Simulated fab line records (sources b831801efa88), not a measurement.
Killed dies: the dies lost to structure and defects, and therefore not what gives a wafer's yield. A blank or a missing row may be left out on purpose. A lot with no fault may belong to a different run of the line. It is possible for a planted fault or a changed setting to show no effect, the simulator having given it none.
fab line records	flow sky130
record: lots: 11	wafers: 33	last_day: 49
route steps=708 shown DNWELL@44 NWELL@68 VT_ADJUST_PCH@152 POLY_GATE@204
lots untouched by any fault: they come from a run of this same line in which no faults occurred
start_h: hours from the record's opening day to when the first of the lot's shown wafers began	wait_h: time in hours since the lot's previous step	" as in the row above	L1.1+2: one row covering several wafers at once	- value missing, or start not given	* or withheld: withheld	< > ~ a bound
route shown NAME@n: names a module that has steps shown in the file, with the first one's number in the route	usual: mean and standard deviation over wafers with no fault	same: alike in all rows	chamber/n: place in a boat	sites: readings site by site	_std_site: standard deviation across them	_edge_site: inner sites' mean taken away from outer sites' mean	radius_mm: for every site, how far away it sits from the centre of the wafer	mask NAME#n: copy n	behind: the last tool/chamber to shape the wafer	hold: what put the lot on hold/how long, in hours/how the hold closed	device: names the non-switching transistor (n, p or np)	end of line: at the end of the route, the tests of the same wafers	where a step has no rows: the recipe by itself	killed: dies that structure and defects cost at the first sort, which is not the same as the wafer's yield	map: a wafer's dies, x killed, . not, _ none there
set.NAME: setting as actually run; set.NAME@STEP: the setting as run at that earlier step	model.NAME: the simulator's own value behind a step, which no gauge read
a sample of lots followed through the steps of the route, with each step as a table and each wafer as a row
services: a tool's chamber out of use, with start hour (start_h, from the record's first day; less than 0 if before it), hours out, and reason
== steps ==
step: SKY_DNWELL_TW_MEAS_09
usual: DNWELL_TW: 1108/8.2
lot.wafer	tool	chamber	start_h	wait_h	DNWELL_TW
L771.1	film_metro-02	-	50.84	0.1	1101
L771.2	"	-	"	"	1098
L771.3	"	-	"	"	1099
L772.3	film_metro-04	-	55.57	0.1	1108
L772.5	"	-	"	"	1113
L772.6	"	-	"	"	1103
L773.1	film_metro-02	-	67.77	0.1	1098
L773.2	"	-	"	"	1101
L773.6	"	-	"	"	1101
L775.3	film_metro-02	-	77.79	0.1	1106
L775.4	"	-	"	"	1098
L775.6	"	-	"	"	1104
L776.2	film_metro-03	-	81.86	0.1	1109
L776.3	"	-	"	"	1107
L776.5	"	-	"	"	1107
L777.1	film_metro-04	-	87.72	0.1	1118
L777.3	"	-	"	"	1121
L777.6	"	-	"	"	1124
L778.1	film_metro-02	-	90.29	0.1	1101
L778.4	"	-	"	"	1099
L778.5	"	-	"	"	1102
L782.3	film_metro-03	-	113.44	0.1	1110
L782.4	"	-	"	"	1110
L782.6	"	-	"	"	1104
L788.1	film_metro-03	-	144.75	0.1	1108
L788.5	"	-	"	"	1109
L788.6	"	-	"	"	1110
L789.1	film_metro-03	-	148.67	0.1	1116
L789.3	"	-	"	"	1114
L789.4	"	-	"	"	1113
L791.3	film_metro-03	-	161.09	0.1	1106
L791.4	"	-	"	"	1100
L791.6	"	-	"	"	1101
step: SKY_NWELL_TW_MEAS_15
usual: NWELL_TW: 1811/12
lot.wafer	tool	chamber	start_h	wait_h	NWELL_TW
L771.1	film_metro-04	-	83.61	0.1	1826
L771.2	"	-	"	"	1835
L771.3	"	-	"	"	1836
L772.3	film_metro-04	-	89.30	0.1	1824
L772.5	"	-	"	"	1827
L772.6	"	-	"	"	1823
L773.1	film_metro-03	-	102.36	0.1	1809
L773.2	"	-	"	"	1805
L773.6	"	-	"	"	1813
L775.3	film_metro-03	-	114.10	0.1	1805
L775.4	"	-	"	"	1808
L775.6	"	-	"	"	1811
L776.2	film_metro-04	-	118.29	0.1	1804
L776.3	"	-	"	"	1815
L776.5	"	-	"	"	1810
L777.1	film_metro-04	-	123.39	0.1	1826
L777.3	"	-	"	"	1827
L777.6	"	-	"	"	1823
L778.1	film_metro-04	-	127.18	0.1	1839
L778.4	"	-	"	"	1824
L778.5	"	-	"	"	1842
L782.3	film_metro-02	-	152.96	0.1	1806
L782.4	"	-	"	"	1802
L782.6	"	-	"	"	1799
L788.1	film_metro-03	-	185.83	0.1	1817
L788.5	"	-	"	"	1815
L788.6	"	-	"	"	1824
L789.1	film_metro-02	-	189.68	0.1	1791
L789.3	"	-	"	"	1793
L789.4	"	-	"	"	1787
L791.3	film_metro-02	-	203.93	0.1	1812
L791.4	"	-	"	"	1817
L791.6	"	-	"	"	1803
step: SKY_VT_ADJUST_PCH_STRIP_09
recipe: chemistry: O2/N2	power_w: 1400	pressure_mtorr: 1500	platen_temp_c: withheld	o2_flow_sccm: 3000	n2_flow_sccm: 300	overash_fraction: 0.5
usual: drypump_motor_current_A: 5.5/0.39	oes_product_au: 0.722/0.0049	strip_time_to_endpoint_s: 36.88/0.096
lot.wafer	tool	chamber	start_h	wait_h	drypump_motor_current_A	oes_product_au	rf_hours_counter_h	strip_time_to_endpoint_s
L771.1	plasma_asher-02	0	221.68	0.1	5.7	0.718	53	36.87
L771.2	"	1	"	"	5.2	0.720	53	36.84
L771.3	"	0	"	"	5.7	0.719	-	36.83
L772.3	plasma_asher-04	0	231.11	0.1	6.1	0.726	-	36.97
L772.5	"	1	"	"	5.6	0.727	-	36.89
L772.6	"	0	"	"	6.1	0.722	-	37.00
L773.1	plasma_asher-02	1	247.63	0.1	5.1	0.721	56	36.87
L773.2	"	0	"	"	5.7	0.721	56	36.95
L773.6	"	1	"	"	5.1	0.719	-	36.93
L775.3	plasma_asher-04	1	261.26	0.1	5.7	0.720	-	36.69
L775.4	"	0	"	"	6.1	0.720	-	36.77
L775.6	"	1	"	"	5.7	0.713	-	36.71
L776.2	plasma_asher-03	1	268.63	0.1	5.0	0.723	15	36.91
L776.3	"	1	"	"	5.0	0.725	-	36.95
L776.5	"	0	"	"	5.4	0.718	-	36.73
L777.1	plasma_asher-02	1	275.33	0.1	5.1	0.713	59	36.96
L777.3	"	1	"	"	5.1	0.732	-	36.90
L777.6	"	1	"	"	5.1	0.723	-	36.92
L778.1	plasma_asher-02	1	278.33	0.1	5.1	0.724	59	36.91
L778.4	"	0	"	"	5.7	0.729	-	37.00
L778.5	"	0	"	"	5.7	0.717	-	36.95
L782.3	plasma_asher-04	0	310.01	0.1	6.2	0.722	-	36.82
L782.4	"	1	"	"	5.7	0.717	-	36.79
L782.6	"	1	"	"	5.7	0.717	-	36.90
L788.1	plasma_asher-03	1	353.78	0.1	4.9	0.720	24	36.85
L788.5	"	0	"	"	5.4	0.725	-	36.83
L788.6	"	1	"	"	5.0	0.718	-	36.89
L789.1	plasma_asher-03	0	359.33	0.1	5.5	0.723	24	36.98
L789.3	"	1	"	"	5.0	0.726	-	37.04
L789.4	"	0	"	"	5.5	0.727	-	36.94
L791.3	plasma_asher-02	0	378.81	0.1	5.7	0.716	-	36.99
L791.4	"	1	"	"	5.1	0.719	-	36.88
L791.6	"	1	"	"	5.1	0.724	-	36.89
step: SKY_POLY_GATE_CVD_00
recipe: material: poly-Si	target_thk_nm: 180	temp_c: 620	time_s: 720	pressure_mtorr: 200
usual: spike_tc_bottom_C: 639.9/1.2	spike_tc_centre_C: 620.9/1.1	spike_tc_lower_C: 619.4/1	spike_tc_top_C: 634.7/0.91	spike_tc_upper_C: 620.0/1.2
lot.wafer	tool	chamber	start_h	wait_h	spike_tc_bottom_C	spike_tc_centre_C	spike_tc_lower_C	spike_tc_top_C	spike_tc_upper_C
L771.1	lpcvd-01	1	306.75	0.0	641.3	619.9	620.8	634.1	620.3
L771.2	"	1	"	"	639.4	620.6	619.7	635.1	620.1
L771.3	"	1	"	"	640.3	619.9	620.5	633.9	619.4
L772.3	lpcvd-01	1	314.41	0.0	640.3	620.6	619.7	635.0	621.1
L772.5	"	1	"	"	638.5	620.5	620.4	632.9	620.6
L772.6	"	1	"	"	640.3	622.4	620.4	632.8	618.6
L773.1	lpcvd-01	0	337.98	0.0	640.0	621.3	619.8	635.7	619.6
L773.2	"	0	"	"	638.0	621.3	618.8	635.7	619.1
L773.6	"	0	"	"	639.2	620.4	619.6	635.4	619.1
L775.3	lpcvd-01	0	371.33	0.0	640.6	620.2	616.8	635.3	619.9
L775.4	"	0	"	"	638.7	620.5	618.8	634.5	619.2
L775.6	"	0	"	"	639.2	619.6	619.6	634.4	618.1
L776.2	lpcvd-01	1	374.36	0.0	641.4	620.7	619.3	633.7	621.2
L776.3	"	1	"	"	641.9	619.9	618.6	634.0	620.6
L776.5	"	1	"	"	641.3	620.4	618.7	634.3	621.8
L777.1	lpcvd-01	0	374.36	0.0	639.7	621.1	619.5	635.4	617.7
L777.3	"	0	"	"	639.3	620.5	620.8	636.3	618.6
L777.6	"	0	"	"	638.9	621.7	617.4	635.9	619.3
L778.1	lpcvd-01	0	374.36	0.0	637.9	620.8	619.8	634.8	618.3
L778.4	"	0	"	"	638.9	621.7	619.6	634.3	619.9
L778.5	"	0	"	"	638.3	622.4	619.1	634.5	619.2
L782.3	lpcvd-01	1	405.02	0.0	640.3	620.8	619.5	635.8	622.1
L782.4	"	1	"	"	640.3	621.1	620.0	634.0	621.3
L782.6	"	1	"	"	639.5	619.9	618.4	633.8	619.7
L788.1	lpcvd-01	0	454.56	0.0	630.1	614.2	607.8	625.9	610.0
L788.5	"	0	"	"	628.1	612.4	608.9	625.2	608.7
L788.6	"	0	"	"	627.7	610.4	609.2	623.4	608.2
L789.1	lpcvd-01	1	460.39	0.0	641.3	620.3	619.3	634.6	621.9
L789.3	"	1	"	"	640.2	620.4	619.6	634.1	621.9
L789.4	"	1	"	"	639.3	619.3	619.3	634.1	620.3
L791.3	lpcvd-01	1	477.58	0.0	641.5	620.7	619.9	633.2	620.9
L791.4	"	1	"	"	640.7	621.0	618.0	633.6	622.0
L791.6	"	1	"	"	639.9	621.9	619.0	634.2	620.8
step: SKY_POLY_GATE_THK_MEAS_01
recipe: reads: poly-Si_of_POLY_GATE_CVD_00
usual: POLY_GATE_CVD_00_THK: 181.9/1.7
lot.wafer	tool	chamber	start_h	wait_h	POLY_GATE_CVD_00_THK[nm]
L771.1	film_metro-01	-	307.95	0.0	181.5
L771.2	"	-	"	"	181.1
L771.3	"	-	"	"	180.4
L772.3	film_metro-01	-	315.63	0.0	178.3
L772.5	"	-	"	"	179.7
L772.6	"	-	"	"	180.7
L773.1	film_metro-01	-	339.78	0.0	183.0
L773.2	"	-	"	"	181.7
L773.6	"	-	"	"	182.5
L775.3	film_metro-03	-	372.55	0.0	184.7
L775.4	"	-	"	"	184.9
L775.6	"	-	"	"	184.6
L777.1	film_metro-04	-	375.56	0.0	182.3
L777.3	"	-	"	"	181.5
L777.6	"	-	"	"	182.0
L778.1	film_metro-03	-	375.57	0.0	182.5
L778.4	"	-	"	"	183.6
L778.5	"	-	"	"	184.3
L776.2	film_metro-01	-	375.58	0.0	180.4
L776.3	"	-	"	"	181.6
L776.5	"	-	"	"	179.7
L782.3	film_metro-04	-	406.24	0.0	180.9
L782.4	"	-	"	"	183.6
L782.6	"	-	"	"	181.8
L788.1	film_metro-04	-	455.76	0.0	142.3
L788.5	"	-	"	"	142.0
L788.6	"	-	"	"	141.2
L789.1	film_metro-01	-	461.59	0.0	183.6
L789.3	"	-	"	"	183.9
L789.4	"	-	"	"	183.1
L791.3	film_metro-03	-	478.80	0.0	179.6
L791.4	"	-	"	"	180.2
L791.6	"	-	"	"	180.5
step: SKY_POLY_GATE_ETCH_17
recipe: target_depth_nm: 180	stop_on: SiO2	over_etch_frac: 0.56667	chemistry: HBr/Cl2	target: poly-Si	icp_w: 400	bias_w: 100	pressure_mtorr: 10	HBr_flow_sccm: 150	Cl2_flow_sccm: 50	time_s: 70.5
usual: drypump_motor_current_A: 6.0/0.36	oes_product_au: 0.992/0.0068	throttle_valve_pct: 33.683/0.0084
same: over_etch_frac: 0.56667
lot.wafer	tool	chamber	start_h	wait_h	drypump_motor_current_A	oes_product_au	rf_hours_counter_h	throttle_valve_pct
L771.1	rie_si-02	0	368.54	0.0	5.9	0.992	30	33.683
L771.2	"	3	"	"	6.2	0.994	3	33.680
L771.3	"	2	"	"	6.2	0.990	9	33.676
L772.3	rie_si-02	0	372.54	0.0	5.9	0.980	30	33.674
L772.5	"	1	"	"	6.0	0.985	-	33.690
L772.6	"	0	"	"	5.9	0.990	-	33.674
L773.1	rie_si-02	0	396.68	0.0	5.9	0.995	30	33.686
L773.2	"	3	"	"	6.2	0.986	3	33.667
L773.6	"	2	"	"	6.2	0.996	-	33.677
L775.3	rie_si-01	1	433.01	0.0	5.4	0.995	23	33.684
L775.4	"	0	"	"	6.1	0.990	0	33.673
L775.6	"	1	"	"	5.4	1.001	-	33.696
L777.1	rie_si-01	0	436.43	0.0	6.1	0.988	0	33.674
L777.3	"	3	"	"	5.4	0.988	49	33.682
L777.6	"	1	"	"	5.3	0.978	-	33.682
L776.2	rie_si-02	1	436.78	0.0	6.0	0.977	30	33.679
L776.3	"	0	"	"	5.9	0.992	30	33.683
L776.5	"	0	"	"	5.8	0.997	-	33.683
L778.1	rie_si-01	0	436.96	0.0	6.1	0.992	0	33.686
L778.4	"	2	"	"	6.5	1.000	7	33.679
L778.5	"	2	"	"	6.5	1.000	-	33.681
L782.3	rie_si-01	0	469.08	0.0	6.1	0.996	1	33.700
L782.4	"	1	"	"	5.4	0.991	23	33.677
L782.6	"	2	"	"	6.5	0.991	-	33.684
L788.1	rie_si-01	3	519.78	0.0	5.4	0.847	50	33.690
L788.5	"	3	"	"	5.4	0.836	-	33.683
L788.6	"	0	"	"	6.1	0.841	-	33.682
L789.1	rie_si-02	2	524.66	0.0	6.2	0.997	10	33.680
L789.3	"	1	"	"	6.0	0.994	31	33.690
L789.4	"	0	"	"	5.9	0.994	31	33.684
L791.3	rie_si-02	3	542.78	0.0	6.2	0.986	4	33.673
L791.4	"	1	"	"	6.0	0.990	31	33.687
L791.6	"	0	"	"	5.9	0.999	-	33.702
== services ==
tool	chamber	start_h	hours	kind
rie_si-01	1	209.49	2.4	repair
plasma_asher-04	-	223.91	1.5	repair
rie_si-02	-	251.38	2.8	pm
plasma_asher-03	-	285.26	2.8	pm
rie_si-02	2	288.04	2.6	repair
rie_si-01	0	319.87	2.0	repair
rie_si-02	-	328.59	0.5	repair
lpcvd-01	-	365.72	0.5	repair
rie_si-02	3	370.20	7.9	repair
rie_si-01	0	383.97	-	clean
rie_si-01	0	383.97	16.2	scheduled_down
rie_si-01	0	383.97	16.2	vent_cycle
plasma_asher-02	-	386.98	3.1	repair
rie_si-01	0	402.20	10.8	repair
rie_si-01	2	410.47	5.6	repair
plasma_asher-02	-	421.50	2.8	pm
rie_si-01	1	454.72	9.8	repair
plasma_asher-04	-	517.14	1.1	repair
== key ==
first_sign: step: SKY_POLY_GATE_CVD_00	reading: spike_tc_top_C	direction: down	sigmas: 11	usual: 634.7	struck: 624.8
effect: step: SKY_POLY_GATE_CVD_00	reading: spike_tc_lower_C	direction: down	sigmas: 11	usual: 619.4	struck: 608.6
effect: step: SKY_POLY_GATE_THK_MEAS_01	reading: POLY_GATE_CVD_00_THK	direction: down	sigmas: 24	usual: 181.9	struck: 141.9
effect: step: SKY_POLY_GATE_ETCH_17	reading: oes_product_au	direction: down	sigmas: 22	usual: 0.992	struck: 0.841
met_at SKY_POLY_GATE_CVD_00
struck_lots L788
struck_wafers L788.1,L788.5,L788.6
tester_left_out L788
not_acting_at SKY_DNWELL_TW_MEAS_09,SKY_NWELL_TW_MEAS_15,SKY_VT_ADJUST_PCH_STRIP_09
onset_between 374.36 454.56
fault: kind: process_parameter_drift	tool: lpcvd-01	chamber: 0	onset_h: 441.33	steps: SKY_POLY_GATE_CVD_00	channel: temp_c	offset: *	shape: step	end_h: 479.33	stated: *
tester_left_out: of these lots the tester's yield and bins aren't shown, on N5 and GAA mostly nor the transistor test; their killed dies are dies lost to structure and defects alone, not to doping, threshold or leakage, so they don't give the yield
